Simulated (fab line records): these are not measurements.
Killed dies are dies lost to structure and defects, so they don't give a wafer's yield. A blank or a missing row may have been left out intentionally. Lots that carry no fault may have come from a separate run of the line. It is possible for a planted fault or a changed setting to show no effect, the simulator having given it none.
Matching of chambers ; flow sfqLine ; SFQ_TRILAYER_L0_CAP_PECVD_011 on pecvd-03 has 3 sister chambers
The step deposits SiO2 from SiH4/N2O, time 13.333 s, target thk 60 nm. 3 wafers are shown with their chamber, then 7 later ones without.

## EACH WAFER AND ITS CHAMBER
wafer;chamber;throttleValvePct (%)
L666.1;1;23.4
L666.5;0;24.4
L667.4;2;22.9

## WAFERS WITHOUT THEIR CHAMBER
wafer;throttleValvePct (%)
L667.5;23.2
L668.2;24.3
L668.3;22.8
L668.4;24.8
L679.2;23.3
L679.4;24.9
L679.5;23.3

## EACH ONE'S CHAMBER
wafer;from the rows above;in truth
L667.5;can't be placed: 1 or 2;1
L668.2;0;0
L668.3;can't be placed: 2 or 1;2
L668.4;0;0
L679.2;can't be placed: 1 or 2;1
L679.4;0;0
L679.5;can't be placed: 1 or 2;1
Placed correctly: 3 of 7. Unplaceable from these rows: 4, with the true chamber sitting among the candidates in 4. Placed wrongly: 0.
How it was worked out, from the rows above alone: a wafer's distance from a chamber is the root of the sum, over the readings, of the square of ((its reading less the chamber's mean) divided by the reading's scatter). The wafer belongs to the nearest chamber; if the next one is less than 2 further off, it can't be placed. For every chamber, the mean is computed from those of its wafers that are shown. The scatter (one wafer shown for each chamber): square how far every hidden wafer sits from the nearest shown wafer, average those squares and take the square root.
